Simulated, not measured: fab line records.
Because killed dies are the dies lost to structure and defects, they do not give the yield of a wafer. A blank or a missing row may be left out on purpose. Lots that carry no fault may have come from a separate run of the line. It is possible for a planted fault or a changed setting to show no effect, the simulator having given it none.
Matching of chambers -- flow sky130 -- 3 sister chambers for SKY_PAD_OPEN_STRIP_09 on wet_bench-02
The step strips in post etch residue remover, time 1200 s. 16 wafers are shown with their chamber, then 8 later ones without.

## WAFERS WITH THEIR CHAMBER
wafer,chamber,run_length_s (s)
L718.2,2,1232
L718.3,2,1232
L718.5,2,1232
L720.1,3,1226
L720.4,3,1226
L720.5,3,1226
L733.2,2,1232
L733.4,2,1232
L733.5,2,1232
L734.1,2,1224
L734.2,2,1224
L734.6,2,1224
L735.1,0,1227
L735.3,0,1227
L735.5,0,1227
L740.1,0,1227

SIGNATURES (averages over the wafers above)
reading,chamber 0,chamber 2,chamber 3,scatter within a chamber
run_length_s,1227.00,1229.33,1226.00,3.14
Rule: for each reading, subtract the chamber's mean from the wafer's reading, divide by that reading's scatter and square the result; add these up over the readings and take the root, which gives the wafer's distance from the chamber. If the next closest chamber is less than 2 further off than the closest, the wafer can't be placed; otherwise it belongs to the closest. The scatter is the square root of a quotient: the sum, over the shown wafers, of each reading's squared deviation from its chamber's mean, divided by wafers minus chambers.

## WAFERS MISSING THEIR CHAMBER
wafer,run_length_s (s)
L740.3,1227
L740.5,1227
L738.1,1227
L738.4,1227
L738.5,1227
L741.2,1226
L741.3,1226
L741.5,1226

## WHICH CHAMBER EACH ONE RAN IN
wafer,from the rows above,in truth
L740.3,can't be placed: 0 or 3 or 2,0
L740.5,can't be placed: 0 or 3 or 2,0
L738.1,can't be placed: 0 or 3 or 2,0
L738.4,can't be placed: 0 or 3 or 2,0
L738.5,can't be placed: 0 or 3 or 2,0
L741.2,can't be placed: 3 or 0 or 2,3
L741.3,can't be placed: 3 or 0 or 2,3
L741.5,can't be placed: 3 or 0 or 2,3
Placed correctly: 0 of 8. From these rows, 8 cannot be placed; in 8 the true chamber is one of the candidates. Number placed wrongly: 0.
